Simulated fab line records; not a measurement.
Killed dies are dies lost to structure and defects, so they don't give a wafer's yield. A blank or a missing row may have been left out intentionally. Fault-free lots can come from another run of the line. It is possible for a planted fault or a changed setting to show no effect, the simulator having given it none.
Which tool is to blame? -- flow gf180mcu -- 14 lots, 42 wafers sampled, at 4 steps of a route of 602

WHAT THE GAUGES READ, wafer by wafer
GF_STI_THK_MEAS_22.
lot,measured,on,STI_OXIDATION_01_THK (nm)
L932,day 2 04:09,film metro-03,14.95 15.00 14.84
L933,day 2 09:48,film metro-03,15.00 15.04 14.95
L935,day 2 19:13,film metro-04,14.90 15.07 15.24
L939,day 3 15:19,film metro-03,15.11 14.91 15.21
L941,day 4 02:17,film metro-02,14.77 15.01 14.76
L942,day 4 07:40,film metro-04,14.33 14.37 14.39
L943,day 4 12:35,film metro-03,15.25 14.88 15.20
L944,day 4 17:29,film metro-03,15.45 15.09 15.30
L945,day 5 02:47,film metro-04,14.86 14.79 15.01
L946,day 5 04:15,film metro-02,14.96 14.99 14.82
L947,day 5 09:11,film metro-04,14.89 15.13 14.87
L949,day 5 20:20,film metro-02,14.97 15.12 15.04
L953,day 6 16:11,film metro-04,15.15 15.43 15.21
L954,day 6 20:25,film metro-04,14.80 14.69 14.81

GF_NWELL_TW_MEAS_11.
lot,measured,on,NWELL_TW
L932,day 3 08:38,film metro-03,1580 1576 1580
L933,day 3 13:38,film metro-01,1584 1587 1585
L935,day 4 00:13,film metro-01,1580 1580 1576
L939,day 4 21:20,film metro-01,1583 1585 1582
L941,day 5 15:39,film metro-03,1574 1570 1582
L942,day 5 16:01,film metro-02,1574 1576 1579
L943,day 5 20:07,film metro-02,1573 1572 1574
L944,day 6 00:50,film metro-02,1569 1566 1557
L945,day 6 12:04,film metro-02,1556 1565 1558
L946,day 6 12:36,film metro-03,1577 1586 1584
L947,day 6 18:34,film metro-02,1568 1562 1567
L949,day 7 06:04,film metro-02,1561 1561 1557
L953,day 8 03:01,film metro-02,1576 1569 1570
L954,day 8 09:08,film metro-01,1589 1581 1572

GF_MVSD_OVL_MEAS_07.
lot,measured,on,MVSD_OVL (nm)
L932,day 4 11:20,overlay-02,1.4 0.2 1.1
L933,day 4 16:28,overlay-02,1.0 1.3 2.3
L935,day 5 03:13,overlay-01,0.1 0.2 0.6
L939,day 6 01:52,overlay-02,0.2 0.7 0.3
L941,day 6 22:37,overlay-02,0.7 3.2 2.1
L942,day 6 22:39,overlay-01,-2.1 -0.6 -1.8
L943,day 7 02:50,overlay-01,-1.6 -0.8 -2.2
L944,day 7 06:20,overlay-01,-87.2 -86.2 -84.7
L945,day 7 19:23,overlay-02,-87.5 -86.6 -86.0
L946,day 7 20:19,overlay-01,-84.2 -86.2 -86.2
L947,day 8 02:19,overlay-01,-87.5 -85.9 -86.1
L949,day 8 14:55,overlay-01,0.6 0.7 0.5
L953,day 9 13:13,overlay-02,1.7 1.2 0.9
L954,day 9 19:28,overlay-02,0.8 -0.3 0.6

WHAT TOOL EACH LOT RAN ON (gives the tool, then ch and the chambers of the sampled wafers, and finally the start)
lot,GF_MVSD_EXPOSE_04
L932,"iline stepper-02 ch 0, day 4 04:50"
L933,"iline stepper-01 ch 0, day 4 10:01"
L935,"iline stepper-01 ch 0, day 4 20:20"
L939,"iline stepper-01 ch 0, day 5 18:43"
L941,"iline stepper-01 ch 0, day 6 14:39"
L942,"iline stepper-01 ch 0, day 6 15:11"
L943,"iline stepper-01 ch 0, day 6 19:11"
L944,"iline stepper-01 ch 0, day 6 23:17"
L945,"iline stepper-01 ch 0, day 7 11:23"
L946,"iline stepper-01 ch 0, day 7 12:23"
L947,"iline stepper-01 ch 0, day 7 18:50"
L949,"iline stepper-02 ch 0, day 8 06:58"
L953,"iline stepper-02 ch 0, day 9 04:49"
L954,"iline stepper-02 ch 0, day 9 10:47"
- GF_MVSD_EXPOSE_04: exposes mask MVSD, target cd 1000 nm.

AS READ BY THE TOOLS THEMSELVES (means over the sampled wafers that have a number; for cases with no such wafer, the mark the record gives instead)
The record holds no such reading with a usual standard deviation.

THE ANSWER, worked out from the rows above alone
Rule: the usual values come from the lots themselves. Put in order of their means at a reading, lots are off if they are a third of the lots or fewer, leave a main group of 4 or more, and stand apart from it by a gap of 3 or more times the standard deviation of the main group's means; of several such gaps the widest counts. A main group whose means are all the same, to the digits that the tables above print for the reading, isn't used. A lot without any number at a reading at which 4 lots or more have one is off too. All remaining lots with rows at the step are treated as sound. Order of review: gauges by route order, followed by the tools' own readings, for which a lot's mean as printed above is used. The first step at which some lot is off is used, and at that step the reading that is off furthest; a lot without a number counts as furthest.
Off: L944, L945, L946, L947, at GF_MVSD_OVL_MEAS_07 (MVSD_OVL). For the main group the mean is 0.4 nm and the standard deviation 1.1.
If a tool, at a process step before that reading, ran all the lots that are off and no sound lot after the first of them, it fits. Gauges at GF_MVSD_OVL_MEAS_07: tried the same way as those tools. One fits: iline stepper-01 at GF_MVSD_EXPOSE_04. A fault onset in the window from L943 (day 6 19:11, its last sound lot) to L944 (day 6 23:17, its first lot off) fits.

WHAT THE SIMULATOR HAD INSERTED
Scanner matching overlay: iline stepper-01, from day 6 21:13 on, at GF_MVSD_EXPOSE_04. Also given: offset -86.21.
Struck lots among those shown: L944, L945, L946, L947. This agrees with what the rule above found.
